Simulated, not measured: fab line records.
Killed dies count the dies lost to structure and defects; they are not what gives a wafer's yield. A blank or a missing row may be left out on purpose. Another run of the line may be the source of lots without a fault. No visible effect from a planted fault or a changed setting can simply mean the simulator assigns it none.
fab line records ; flow sky130
[record] lots = 12; wafers = 36; lastDay = 50
route steps=708 shown SD_P@330 LOCAL_INTERCONNECT@388 CONTACT@431 PAD_OPEN@708
lots with no fault: from the same line, run without faults
startH: hours from the record's opening day to when the first of the lot's shown wafers began ; waitH: hours since the lot's step before ; " as in the row above ; L1.1+2: a single row standing in for several wafers ; - no value, or no start given ; * or withheld: withheld ; < > ~ a bound
route shown NAME@n: names a module that has steps shown in the file, with the first one's number in the route ; usual: mean/standard deviation taken from wafers without a fault ; same: alike in all rows ; chamber/n: place in a boat ; sites: per-site readings ; _std_site: the standard deviation of these ; _edge_site: inner sites' mean taken away from outer sites' mean ; radiusMm: how far each site lies from the wafer's centre ; mask NAME#n: copy n ; behind: the most recent tool/chamber to have shaped the wafer ; hold: the reason the lot was held/the length of the hold in hours/how it ended ; device: the transistor (n, p or np) that didn't switch ; end of line: tests of these same wafers at the route's end ; where a step has no rows: the recipe by itself ; killed: the dies lost at the first sort to structure and to defects; this is not the yield of the wafer ; map: dies across one wafer; x = killed, . = not, _ = none there
set.NAME: the setting as run; set.NAME@STEP: as run at that earlier step ; model.NAME: the simulator's own value behind a step, which no gauge read
steps of the route over a sample of lots; a table a step, a row a wafer
services: from which hour (startH, from the record's first day; less than 0 if before it) a tool's chamber was out of use, for how many hours, and why
[[steps]]
[step SKY_SD_P_STRIP_10]
[recipe] chemistry = O2/N2; powerW = 1400; pressureMtorr = 1500; platenTempC = withheld; o2FlowSccm = 3000; n2FlowSccm = 300; overashFraction = 0.5
[usual] chamberPressureMTorr = 1499.9/1.4; drypumpMotorCurrentA = 5.6/0.57; oesProductAu = 0.618/0.0047; stripTimeToEndpointS = 17.51/0.042
lot.wafer;tool;chamber;startH;waitH;chamberPressureMTorr;drypumpMotorCurrentA;oesProductAu;rfHoursCounterH;stripTimeToEndpointS
L704.1;plasmaAsher-04;0;585.63;0.1;1499.1;6.2;0.608;45;17.56
L704.2;plasmaAsher-04;1;585.63;0.1;1499.5;5.0;0.616;45;17.58
L704.5;plasmaAsher-04;0;585.63;0.1;1500.8;6.2;0.619;-;17.61
L705.2;plasmaAsher-04;1;596.50;0.1;1498.1;5.0;0.622;46;17.57
L705.3;plasmaAsher-04;1;596.50;0.1;1499.1;5.0;0.619;-;17.56
L705.6;plasmaAsher-04;0;596.50;0.1;1500.6;6.2;0.609;-;17.57
L706.1;plasmaAsher-02;1;601.85;0.1;1497.3;5.9;0.619;17;17.41
L706.5;plasmaAsher-02;1;601.85;0.1;1500.3;5.9;0.623;-;17.43
L706.6;plasmaAsher-02;0;601.85;0.1;1498.8;5.8;0.617;-;17.44
L707.1;plasmaAsher-04;0;605.33;0.1;1501.3;6.2;0.611;47;17.46
L707.2;plasmaAsher-04;1;605.33;0.1;1501.8;5.0;0.619;47;17.48
L707.5;plasmaAsher-04;1;605.33;0.1;1498.3;5.0;0.619;-;17.48
L710.1;plasmaAsher-04;1;657.30;0.1;1500.4;5.0;0.614;52;17.49
L710.3;plasmaAsher-04;0;657.30;0.1;1500.5;6.2;0.614;-;17.48
L710.5;plasmaAsher-04;1;657.30;0.1;1499.8;5.0;0.620;-;17.52
L714.2;plasmaAsher-03;1;678.69;0.1;1498.1;6.1;0.609;87;17.52
L714.3;plasmaAsher-03;0;678.69;0.1;1500.1;4.9;0.625;-;17.50
L714.6;plasmaAsher-03;0;678.69;0.1;1498.6;4.8;0.616;-;17.48
L715.1;plasmaAsher-02;1;686.95;0.1;1501.8;5.9;0.615;24;17.55
L715.2;plasmaAsher-02;0;686.95;0.1;1499.5;5.8;0.617;24;17.58
L715.3;plasmaAsher-02;0;686.95;0.1;1500.3;5.8;0.616;-;17.52
L720.1;plasmaAsher-02;0;728.75;0.1;1497.1;5.8;0.613;28;17.53
L720.2;plasmaAsher-02;1;728.75;0.1;1499.6;5.9;0.610;28;17.45
L720.4;plasmaAsher-02;1;728.75;0.1;1499.5;5.9;0.627;-;17.50
L721.2;plasmaAsher-04;1;732.48;0.1;1500.5;4.9;0.615;59;17.52
L721.4;plasmaAsher-04;1;732.48;0.1;1500.5;5.0;0.619;-;17.49
L721.6;plasmaAsher-04;0;732.48;0.1;1498.1;6.2;0.616;-;17.51
L722.2;plasmaAsher-03;0;739.28;0.1;1500.0;4.9;0.620;93;17.52
L722.3;plasmaAsher-03;1;739.28;0.1;1499.2;6.1;0.622;-;17.53
L722.4;plasmaAsher-03;0;739.28;0.1;1502.6;4.9;0.619;-;17.51
L726.2;plasmaAsher-03;1;765.85;0.1;1500.3;6.1;0.618;95;17.46
L726.4;plasmaAsher-03;1;765.85;0.1;1499.5;6.1;0.618;-;17.48
L726.5;plasmaAsher-03;1;765.85;0.1;1500.1;6.1;0.619;-;17.46
L727.3;plasmaAsher-04;0;770.53;0.1;1499.4;6.2;0.612;-;17.49
L727.4;plasmaAsher-04;1;770.53;0.1;1498.9;5.0;0.613;-;17.52
L727.6;plasmaAsher-04;0;770.53;0.1;1498.3;6.2;0.622;-;17.52
[step SKY_LOCAL_INTERCONNECT_RS_MEAS_01]
[recipe] thkMeasGauge = four-point-probe; reads = TiN_of_LOCAL_INTERCONNECT_SPUTTER_00
[usual] LOCAL_INTERCONNECT_TIN_RS = 14.12/0.12
lot.wafer;tool;chamber;startH;waitH;LOCAL_INTERCONNECT_TIN_RS[ohm/sq]
L704.1;filmMetro-02;-;675.09;0.0;14.02
L704.2;filmMetro-02;-;675.09;0.0;14.08
L704.5;filmMetro-02;-;675.09;0.0;14.11
L705.2;filmMetro-03;-;684.96;0.1;14.11
L705.3;filmMetro-03;-;684.96;0.1;14.12
L705.6;filmMetro-03;-;684.96;0.1;14.20
L706.1;filmMetro-01;-;690.79;0.0;14.15
L706.5;filmMetro-01;-;690.79;0.0;14.33
L706.6;filmMetro-01;-;690.79;0.0;14.27
L707.1;filmMetro-03;-;694.66;0.0;14.09
L707.2;filmMetro-03;-;694.66;0.0;14.04
L707.5;filmMetro-03;-;694.66;0.0;14.06
L710.1;filmMetro-01;-;742.03;0.0;14.02
L710.3;filmMetro-01;-;742.03;0.0;14.06
L710.5;filmMetro-01;-;742.03;0.0;14.02
L714.2;filmMetro-01;-;763.64;0.1;14.19
L714.3;filmMetro-01;-;763.64;0.1;14.19
L714.6;filmMetro-01;-;763.64;0.1;14.35
L715.1;filmMetro-03;-;770.67;0.0;13.91
L715.2;filmMetro-03;-;770.67;0.0;14.05
L715.3;filmMetro-03;-;770.67;0.0;13.95
L720.1;filmMetro-02;-;811.83;0.1;14.02
L720.2;filmMetro-02;-;811.83;0.1;14.01
L720.4;filmMetro-02;-;811.83;0.1;13.79
L721.2;filmMetro-02;-;816.37;0.1;14.16
L721.4;filmMetro-02;-;816.37;0.1;14.16
L721.6;filmMetro-02;-;816.37;0.1;14.05
L722.2;filmMetro-01;-;822.97;0.1;14.30
L722.3;filmMetro-01;-;822.97;0.1;14.13
L722.4;filmMetro-01;-;822.97;0.1;14.03
L726.2;filmMetro-01;-;848.22;0.1;14.09
L726.4;filmMetro-01;-;848.22;0.1;14.06
L726.5;filmMetro-01;-;848.22;0.1;14.14
L727.3;filmMetro-01;-;852.57;0.1;14.16
L727.4;filmMetro-01;-;852.57;0.1;14.31
L727.6;filmMetro-01;-;852.57;0.1;14.06
[step SKY_LOCAL_INTERCONNECT_STRIP_15]
[recipe] chemistry = O2/N2; powerW = 1400; pressureMtorr = 1500; platenTempC = withheld; o2FlowSccm = 3000; n2FlowSccm = 300; overashFraction = 0.5
[usual] chamberPressureMTorr = 1500.2/1.2; drypumpMotorCurrentA = 5.7/0.5; oesProductAu = 0.427/0.0041; stripTimeToEndpointS = 4.718/0.019
lot.wafer;tool;chamber;startH;waitH;chamberPressureMTorr;drypumpMotorCurrentA;oesProductAu;rfHoursCounterH;stripTimeToEndpointS
L704.1;plasmaAsher-02;1;703.32;0.1;1498.3;5.9;0.420;26;4.733
L704.2;plasmaAsher-02;0;703.32;0.1;1502.4;5.8;0.432;26;4.724
L704.5;plasmaAsher-02;1;703.32;0.1;1499.9;5.9;0.422;-;4.724
L705.2;plasmaAsher-03;1;713.05;0.0;1499.9;6.1;0.433;90;4.769
L705.3;plasmaAsher-03;1;713.05;0.0;1501.4;6.1;0.422;-;4.741
L705.6;plasmaAsher-03;1;713.05;0.0;1500.4;6.1;0.432;-;4.755
L706.1;plasmaAsher-02;0;719.56;0.0;1498.2;5.8;0.429;27;4.761
L706.5;plasmaAsher-02;0;719.56;0.0;1499.8;5.8;0.425;-;4.742
L706.6;plasmaAsher-02;1;719.56;0.0;1501.2;5.9;0.427;-;4.743
L707.1;plasmaAsher-04;0;722.36;0.0;1500.4;6.2;0.425;58;4.722
L707.2;plasmaAsher-04;1;722.36;0.0;1499.5;5.0;0.420;58;4.754
L707.5;plasmaAsher-04;0;722.36;0.0;1500.7;6.3;0.427;-;4.729
L710.1;plasmaAsher-02;0;769.01;0.0;1500.0;5.8;0.428;32;4.710
L710.3;plasmaAsher-02;1;769.01;0.0;1500.8;5.9;0.427;-;4.707
L710.5;plasmaAsher-02;0;769.01;0.0;1502.8;5.8;0.423;-;4.715
L714.2;plasmaAsher-02;0;790.46;0.0;1199.6;5.8;0.418;34;5.061
L714.3;plasmaAsher-02;1;790.46;0.0;1201.9;5.9;0.426;-;5.046
L714.6;plasmaAsher-02;0;790.46;0.0;1199.0;5.8;0.431;-;5.076
L715.1;plasmaAsher-02;1;797.40;0.0;1198.4;5.9;0.424;35;5.034
L715.2;plasmaAsher-02;0;797.40;0.0;1199.7;5.8;0.428;35;5.029
L715.3;plasmaAsher-02;0;797.40;0.0;1201.3;5.8;0.420;-;5.074
L720.1;plasmaAsher-04;0;838.26;0.0;1501.4;6.2;0.427;71;4.689
L720.2;plasmaAsher-04;1;838.26;0.0;1500.5;5.0;0.425;71;4.719
L720.4;plasmaAsher-04;1;838.26;0.0;1500.7;5.0;0.424;-;4.684
L721.2;plasmaAsher-04;1;843.96;0.0;1499.8;5.0;0.422;72;4.675
L721.4;plasmaAsher-04;0;843.96;0.0;1498.7;6.2;0.422;-;4.664
L721.6;plasmaAsher-04;1;843.96;0.0;1501.0;5.0;0.423;-;4.713
L722.2;plasmaAsher-03;0;850.11;0.0;1497.8;4.8;0.425;102;4.749
L722.3;plasmaAsher-03;1;850.11;0.0;1499.4;6.1;0.427;-;4.719
L722.4;plasmaAsher-03;0;850.11;0.0;1502.1;4.9;0.424;-;4.730
L726.2;plasmaAsher-04;0;874.75;0.0;1500.2;6.2;0.428;75;4.723
L726.4;plasmaAsher-04;1;874.75;0.0;1500.9;5.0;0.425;-;4.721
L726.5;plasmaAsher-04;0;874.75;0.0;1498.1;6.2;0.422;-;4.719
L727.3;plasmaAsher-04;1;878.13;0.1;1501.0;5.0;0.424;-;4.728
L727.4;plasmaAsher-04;0;878.13;0.1;1499.4;6.2;0.426;-;4.712
L727.6;plasmaAsher-04;0;878.13;0.1;1499.2;6.2;0.431;-;4.705
[step SKY_CONTACT_RS_MEAS_25]
[recipe] thkMeasGauge = four-point-probe; reads = W_of_CONTACT_CVD_24+TiN_of_CONTACT_SPUTTER_23
[usual] CONTACT_W_RS = 0.336/0.0047
lot.wafer;tool;chamber;startH;waitH;CONTACT_W_RS[ohm/sq]
L704.1;filmMetro-01;-;732.98;0.1;0.333
L704.2;filmMetro-01;-;732.98;0.1;0.332
L704.5;filmMetro-01;-;732.98;0.1;0.341
L705.2;filmMetro-04;-;742.10;0.1;0.333
L705.3;filmMetro-04;-;742.10;0.1;0.331
L705.6;filmMetro-04;-;742.10;0.1;0.332
L706.1;filmMetro-01;-;749.14;0.1;0.334
L706.5;filmMetro-01;-;749.14;0.1;0.343
L706.6;filmMetro-01;-;749.14;0.1;0.336
L707.1;filmMetro-01;-;752.59;0.1;0.331
L707.2;filmMetro-01;-;752.59;0.1;0.338
L707.5;filmMetro-01;-;752.59;0.1;0.336
L710.1;filmMetro-03;-;797.34;0.1;0.334
L710.3;filmMetro-03;-;797.34;0.1;0.341
L710.5;filmMetro-03;-;797.34;0.1;0.333
L714.2;filmMetro-03;-;819.68;0.1;0.329
L714.3;filmMetro-03;-;819.68;0.1;0.328
L714.6;filmMetro-03;-;819.68;0.1;0.330
L715.1;filmMetro-04;-;826.54;0.1;0.328
L715.2;filmMetro-04;-;826.54;0.1;0.337
L715.3;filmMetro-04;-;826.54;0.1;0.331
L720.1;filmMetro-01;-;866.49;0.1;0.334
L720.2;filmMetro-01;-;866.49;0.1;0.341
L720.4;filmMetro-01;-;866.49;0.1;0.332
L721.2;filmMetro-01;-;872.01;0.1;0.338
L721.4;filmMetro-01;-;872.01;0.1;0.336
L721.6;filmMetro-01;-;872.01;0.1;0.332
L722.2;filmMetro-03;-;878.13;0.1;0.333
L722.3;filmMetro-03;-;878.13;0.1;0.340
L722.4;filmMetro-03;-;878.13;0.1;0.333
L726.2;filmMetro-04;-;903.14;0.1;0.342
L726.4;filmMetro-04;-;903.14;0.1;0.335
L726.5;filmMetro-04;-;903.14;0.1;0.334
L727.3;filmMetro-03;-;905.65;0.1;0.332
L727.4;filmMetro-03;-;905.65;0.1;0.339
L727.6;filmMetro-03;-;905.65;0.1;0.338
[step SKY_PAD_OPEN_PROBE_99]
[usual] killed_at_M0_to_M3 = 44/6; killed_at_M4_up = 3.3/2.1; killedAtContacts = 25/5.5; killedAtFrontEnd = 15/4.3; killedAtOther = 0.2/0.41; killedDies = 88/9.1; killedOpen = 48/6.6; killedShort = 39/6.7
[same] grossDies = 492; killedAtBackSide = 0
lot.wafer;tool;chamber;startH;waitH;killed_at_M0_to_M3;killed_at_M4_up;killedAtContacts;killedAtFrontEnd;killedAtOther;killedDies;killedOpen;killedShort
L704.1;prober-02;-;1069.91;0.1;37;4;27;11;0;79;51;28
L704.2;prober-02;-;1069.96;0.1;36;7;27;8;1;79;39;39
L704.5;prober-02;-;1070.11;0.2;38;2;18;15;0;73;44;29
L705.2;prober-01;-;1076.86;0.1;32;2;28;12;0;74;44;30
L705.3;prober-01;-;1076.91;0.2;37;2;23;6;0;68;44;24
L705.6;prober-01;-;1077.06;0.2;35;0;27;17;0;79;42;37
L706.1;prober-02;-;1081.44;0.1;48;6;21;10;1;86;56;30
L706.5;prober-02;-;1081.64;0.2;36;1;28;16;0;81;52;29
L706.6;prober-02;-;1081.69;0.2;40;4;22;19;0;85;50;35
L707.1;prober-01;-;1087.58;0.1;49;4;28;16;0;97;54;43
L707.2;prober-01;-;1087.63;0.1;42;4;29;18;0;93;47;46
L707.5;prober-01;-;1087.78;0.2;53;3;25;9;0;90;51;39
L710.1;prober-01;-;1128.22;0.1;38;4;32;20;1;95;44;51
L710.3;prober-01;-;1128.32;0.2;32;3;24;16;0;75;41;34
L710.5;prober-01;-;1128.42;0.2;43;4;12;18;1;78;29;49
L714.2;prober-02;-;1137.55;0.1;50;0;35;16;0;101;55;46
L714.3;prober-02;-;1137.60;0.2;54;1;22;19;0;96;50;46
L714.6;prober-02;-;1137.75;0.2;40;4;33;11;1;89;56;33
L715.1;prober-01;-;1140.71;0.1;47;2;16;8;0;73;47;26
L715.2;prober-01;-;1140.76;0.1;46;3;32;22;0;103;54;48
L715.3;prober-01;-;1140.81;0.2;45;3;20;14;0;82;55;27
L720.1;prober-02;-;1171.63;0.1;41;4;27;9;0;81;46;35
L720.2;prober-02;-;1171.68;0.1;47;3;27;14;0;91;40;51
L720.4;prober-02;-;1171.78;0.2;41;2;24;24;0;91;54;37
L721.2;prober-01;-;1182.56;0.1;52;4;28;16;0;100;56;42
L721.4;prober-01;-;1182.66;0.2;50;0;17;16;1;84;43;40
L721.6;prober-01;-;1182.76;0.2;42;6;24;12;0;84;41;42
L722.2;prober-02;-;1185.21;0.1;46;2;25;19;1;93;51;42
L722.3;prober-02;-;1185.26;0.2;45;5;28;15;0;93;48;45
L722.4;prober-02;-;1185.31;0.2;37;0;27;21;0;85;58;27
L726.2;prober-02;-;1194.26;0.1;47;6;24;17;1;95;48;47
L726.4;prober-02;-;1194.36;0.2;39;7;29;13;1;89;48;41
L726.5;prober-02;-;1194.41;0.2;44;5;21;21;0;91;45;46
L727.3;prober-01;-;1196.01;0.2;55;1;24;19;0;99;51;48
L727.4;prober-01;-;1196.06;0.2;36;1;32;10;0;79;50;29
L727.6;prober-01;-;1196.16;0.2;46;2;28;26;1;103;57;46
// killed by level:class
L704.1 VIA1:geometricParticle:open=14 CONTACT:geometricParticle:open=11 VIA3:geometricParticle:open=7 LI_CONTACT:geometricParticle:open=5 CONTACT:geometricParticle:short=4 METAL3:geometricParticle:short=4 FIELD_ISO:geometricParticle:open=3 POLY_GATE:geometricParticle:open=3
L704.2 CONTACT:geometricParticle:open=10 VIA3:geometricParticle:open=8 VIA1:geometricParticle:open=6 CONTACT:geometricParticle:short=6 LI_CONTACT:geometricParticle:open=5 VIA1:geometricParticle:short=5 METAL4:geometricParticle:short=5 METAL1:geometricParticle:short=4
L704.5 VIA3:geometricParticle:open=10 METAL2:geometricParticle:short=6 LI_CONTACT:geometricParticle:open=5 VIA1:geometricParticle:open=5 VIA2:geometricParticle:open=5 CONTACT:geometricParticle:open=4 FIELD_ISO:geometricParticle:open=3 LI_CONTACT:geometricParticle:short=3
L705.2 VIA1:geometricParticle:open=11 CONTACT:geometricParticle:open=10 LI_CONTACT:geometricParticle:open=6 LOCAL_INTERCONNECT:geometricParticle:short=5 VIA2:geometricParticle:open=5 FIELD_ISO:geometricParticle:short=3 FIELD_ISO:geometricParticle:open=3 POLY_GATE:geometricParticle:open=3
L705.3 CONTACT:geometricParticle:open=12 VIA1:geometricParticle:open=12 VIA1:geometricParticle:short=6 VIA3:geometricParticle:open=5 LI_CONTACT:geometricParticle:open=4 METAL2:geometricParticle:short=4 VIA2:geometricParticle:open=4 LOCAL_INTERCONNECT:geometricParticle:short=3
L705.6 VIA1:geometricParticle:open=12 CONTACT:geometricParticle:open=8 LI_CONTACT:geometricParticle:open=6 CONTACT:geometricParticle:short=6 POLY_GATE:geometricParticle:short=5 VIA3:geometricParticle:open=5 VIA1:geometricParticle:short=5 METAL3:geometricParticle:short=4
L706.1 VIA1:geometricParticle:open=11 CONTACT:geometricParticle:open=9 VIA3:geometricParticle:open=8 LI_CONTACT:geometricParticle:open=6 METAL2:geometricParticle:short=6 POLY_GATE:geometricParticle:open=5 VIA2:geometricParticle:open=5 METAL1:geometricParticle:open=4
L706.5 CONTACT:geometricParticle:open=16 VIA1:geometricParticle:open=10 FIELD_ISO:geometricParticle:open=6 METAL1:geometricParticle:short=6 LI_CONTACT:geometricParticle:open=4 METAL2:geometricParticle:short=4 VIA3:geometricParticle:open=4 FIELD_ISO:geometricParticle:short=3
L706.6 VIA1:geometricParticle:open=12 CONTACT:geometricParticle:open=9 VIA3:geometricParticle:open=6 METAL1:geometricParticle:open=6 POLY_GATE:geometricParticle:open=5 VIA3:geometricParticle:short=5 FIELD_ISO:geometricParticle:short=4 LI_CONTACT:geometricParticle:open=4
L707.1 VIA1:geometricParticle:open=10 LI_CONTACT:geometricParticle:open=9 VIA2:geometricParticle:open=9 CONTACT:geometricParticle:open=8 VIA1:geometricParticle:short=6 VIA2:geometricParticle:short=5 CONTACT:geometricParticle:short=5 VIA3:geometricParticle:open=5
L707.2 CONTACT:geometricParticle:open=10 LOCAL_INTERCONNECT:geometricParticle:short=9 VIA1:geometricParticle:open=9 POLY_GATE:geometricParticle:open=7 VIA3:geometricParticle:open=7 METAL2:geometricParticle:short=7 FIELD_ISO:geometricParticle:short=6 VIA2:geometricParticle:open=5
L707.5 VIA1:geometricParticle:open=10 CONTACT:geometricParticle:open=9 CONTACT:geometricParticle:short=8 VIA1:geometricParticle:short=7 VIA2:geometricParticle:open=7 VIA3:geometricParticle:open=7 LI_CONTACT:geometricParticle:open=6 METAL2:geometricParticle:short=5
L710.1 CONTACT:geometricParticle:open=10 POLY_GATE:geometricParticle:short=8 VIA1:geometricParticle:open=8 VIA2:geometricParticle:open=8 LOCAL_INTERCONNECT:geometricParticle:short=6 METAL2:geometricParticle:short=6 LI_CONTACT:geometricParticle:short=5 LI_CONTACT:geometricParticle:open=5
L710.3 CONTACT:geometricParticle:open=9 VIA1:geometricParticle:open=8 POLY_GATE:geometricParticle:open=6 CONTACT:geometricParticle:short=5 VIA1:geometricParticle:short=5 METAL3:geometricParticle:short=5 LOCAL_INTERCONNECT:geometricParticle:short=4 VIA2:geometricParticle:open=4
L710.5 POLY_GATE:geometricParticle:short=10 VIA2:geometricParticle:open=9 METAL2:geometricParticle:short=7 VIA1:geometricParticle:open=5 METAL3:geometricParticle:short=5 FIELD_ISO:geometricParticle:short=4 CONTACT:geometricParticle:open=4 VIA1:geometricParticle:short=4
L714.2 VIA1:geometricParticle:open=18 CONTACT:geometricParticle:open=11 LI_CONTACT:geometricParticle:open=10 FIELD_ISO:geometricParticle:short=8 LOCAL_INTERCONNECT:geometricParticle:short=6 CONTACT:geometricParticle:short=6 VIA3:geometricParticle:short=6 VIA2:geometricParticle:open=5
L714.3 VIA1:geometricParticle:open=15 CONTACT:geometricParticle:open=10 FIELD_ISO:geometricParticle:short=8 VIA3:geometricParticle:open=8 VIA3:geometricParticle:short=6 LI_CONTACT:geometricParticle:open=5 VIA1:geometricParticle:short=5 VIA2:geometricParticle:open=5
L714.6 CONTACT:geometricParticle:open=15 VIA1:geometricParticle:open=9 VIA3:geometricParticle:open=8 LI_CONTACT:geometricParticle:open=6 FIELD_ISO:geometricParticle:open=4 LOCAL_INTERCONNECT:geometricParticle:short=4 CONTACT:geometricParticle:short=4 METAL1:geometricParticle:short=4
L715.1 VIA1:geometricParticle:open=15 VIA2:geometricParticle:open=10 CONTACT:geometricParticle:open=6 METAL3:geometricParticle:short=5 METAL1:geometricParticle:short=5 POLY_GATE:geometricParticle:open=4 LI_CONTACT:geometricParticle:open=4 VIA1:geometricParticle:short=4
L715.2 CONTACT:geometricParticle:open=11 LI_CONTACT:geometricParticle:open=8 VIA3:geometricParticle:open=8 FIELD_ISO:geometricParticle:open=7 METAL1:geometricParticle:short=7 VIA3:geometricParticle:short=6 VIA1:geometricParticle:open=5 POLY_GATE:geometricParticle:short=4
L715.3 VIA1:geometricParticle:open=15 CONTACT:geometricParticle:open=10 VIA3:geometricParticle:open=7 POLY_GATE:geometricParticle:open=6 VIA2:geometricParticle:short=5 VIA2:geometricParticle:open=5 FIELD_ISO:geometricParticle:open=4 LI_CONTACT:geometricParticle:open=4
L720.1 VIA1:geometricParticle:open=12 LI_CONTACT:geometricParticle:open=8 VIA1:geometricParticle:short=6 CONTACT:geometricParticle:short=5 CONTACT:geometricParticle:open=5 VIA2:geometricParticle:open=5 VIA3:geometricParticle:open=5 LI_CONTACT:geometricParticle:short=4
L720.2 METAL1:geometricParticle:short=12 CONTACT:geometricParticle:open=11 VIA1:geometricParticle:open=9 CONTACT:geometricParticle:short=7 VIA1:geometricParticle:short=7 VIA2:geometricParticle:open=5 METAL2:geometricParticle:short=5 POLY_GATE:geometricParticle:short=4
L720.4 CONTACT:geometricParticle:open=14 FIELD_ISO:geometricParticle:short=9 VIA1:geometricParticle:open=9 VIA2:geometricParticle:open=7 VIA3:geometricParticle:open=7 FIELD_ISO:geometricParticle:open=5 LI_CONTACT:geometricParticle:open=5 VIA1:geometricParticle:short=5
L721.2 CONTACT:geometricParticle:open=19 VIA1:geometricParticle:open=13 VIA3:geometricParticle:open=7 METAL3:geometricParticle:short=6 METAL1:geometricParticle:short=6 LI_CONTACT:geometricParticle:open=5 FIELD_ISO:geometricParticle:short=4 VIA2:geometricParticle:open=4
L721.4 VIA1:geometricParticle:open=13 METAL2:geometricParticle:short=10 CONTACT:geometricParticle:open=6 FIELD_ISO:geometricParticle:open=5 VIA2:geometricParticle:open=5 LI_CONTACT:geometricParticle:short=4 LI_CONTACT:geometricParticle:open=4 VIA1:geometricParticle:short=4
L721.6 CONTACT:geometricParticle:open=9 VIA2:geometricParticle:open=8 CONTACT:geometricParticle:short=7 VIA1:geometricParticle:short=6 VIA1:geometricParticle:open=6 METAL1:geometricParticle:short=5 VIA3:geometricParticle:open=5 LI_CONTACT:geometricParticle:short=4
L722.2 VIA1:geometricParticle:open=18 LI_CONTACT:geometricParticle:open=8 VIA3:geometricParticle:open=7 CONTACT:geometricParticle:open=5 CONTACT:geometricParticle:short=5 VIA1:geometricParticle:short=5 FIELD_ISO:geometricParticle:open=4 LI_CONTACT:geometricParticle:short=4
L722.3 CONTACT:geometricParticle:short=11 CONTACT:geometricParticle:open=10 VIA1:geometricParticle:open=8 VIA3:geometricParticle:open=8 LI_CONTACT:geometricParticle:open=6 VIA2:geometricParticle:open=6 VIA1:geometricParticle:short=5 METAL2:geometricParticle:short=5
L722.4 CONTACT:geometricParticle:open=14 VIA3:geometricParticle:open=8 POLY_GATE:geometricParticle:open=7 LI_CONTACT:geometricParticle:open=7 VIA1:geometricParticle:open=7 VIA2:geometricParticle:open=7 CONTACT:geometricParticle:short=5 FIELD_ISO:geometricParticle:short=4
L726.2 METAL1:geometricParticle:short=10 VIA1:geometricParticle:open=10 LI_CONTACT:geometricParticle:open=7 CONTACT:geometricParticle:open=7 VIA3:geometricParticle:open=7 POLY_GATE:geometricParticle:short=5 CONTACT:geometricParticle:short=5 VIA2:geometricParticle:short=5
L726.4 CONTACT:geometricParticle:open=9 VIA3:geometricParticle:open=8 LI_CONTACT:geometricParticle:open=7 LOCAL_INTERCONNECT:geometricParticle:short=7 FIELD_ISO:geometricParticle:open=6 VIA1:geometricParticle:open=5 VIA2:geometricParticle:short=5 CONTACT:geometricParticle:short=4
L726.5 VIA1:geometricParticle:open=16 CONTACT:geometricParticle:open=8 FIELD_ISO:geometricParticle:open=7 VIA1:geometricParticle:short=6 POLY_GATE:geometricParticle:short=5 METAL2:geometricParticle:short=5 FIELD_ISO:geometricParticle:short=4 METAL1:geometricParticle:short=4
L727.3 VIA1:geometricParticle:open=13 VIA1:geometricParticle:short=9 LI_CONTACT:geometricParticle:open=7 CONTACT:geometricParticle:open=7 VIA2:geometricParticle:open=6 METAL2:geometricParticle:short=5 POLY_GATE:geometricParticle:short=5 VIA3:geometricParticle:open=5
L727.4 VIA1:geometricParticle:open=12 LI_CONTACT:geometricParticle:open=11 CONTACT:geometricParticle:open=11 LOCAL_INTERCONNECT:geometricParticle:short=5 METAL2:geometricParticle:short=5 POLY_GATE:geometricParticle:open=4 VIA2:geometricParticle:open=4 VIA3:geometricParticle:open=4
L727.6 CONTACT:geometricParticle:open=11 VIA1:geometricParticle:open=9 FIELD_ISO:geometricParticle:short=7 VIA1:geometricParticle:short=7 POLY_GATE:geometricParticle:open=6 LI_CONTACT:geometricParticle:open=6 METAL2:geometricParticle:short=6 FIELD_ISO:geometricParticle:open=5
[[services]]
tool;chamber;startH;hours;kind
plasmaAsher-03;-;624.63;2.8;pm
plasmaAsher-02;-;625.56;10.3;pm
plasmaAsher-04;-;667.72;1.7;repair
plasmaAsher-03;-;740.91;4.3;pm
plasmaAsher-02;-;751.96;3.3;repair
plasmaAsher-03;-;790.82;15.6;pm
plasmaAsher-04;-;839.63;1.2;repair
[[key]]
[firstSign] step = SKY_LOCAL_INTERCONNECT_STRIP_15; reading = chamberPressureMTorr; direction = down; sigmas = 99+; usual = 1500.2; struck = 1200.0
[effect] step = SKY_LOCAL_INTERCONNECT_STRIP_15; reading = stripTimeToEndpointS; direction = up; sigmas = 17; usual = *; struck = *
metAt SKY_LOCAL_INTERCONNECT_STRIP_15
struckLots L714,L715
testerLeftOut L714,L715
notActingAt SKY_SD_P_STRIP_10,SKY_LOCAL_INTERCONNECT_RS_MEAS_01,SKY_CONTACT_RS_MEAS_25
onsetBetween 769.01 790.46
[fault] kind = processParameterDrift; tool = plasmaAsher-02; chamber = -; onsetH = 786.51; steps = SKY_LOCAL_INTERCONNECT_STRIP_15; channel = pressureMtorr; offset = -300; shape = step; endH = 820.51; actsIn = theseRecipesOnly; stated = 1500
// testerLeftOut: of these lots the tester's yield and bins aren't shown, on N5 and GAA mostly nor the transistor test; their killed dies are dies lost to structure and defects alone, not to doping, threshold or leakage, so they don't give the yield
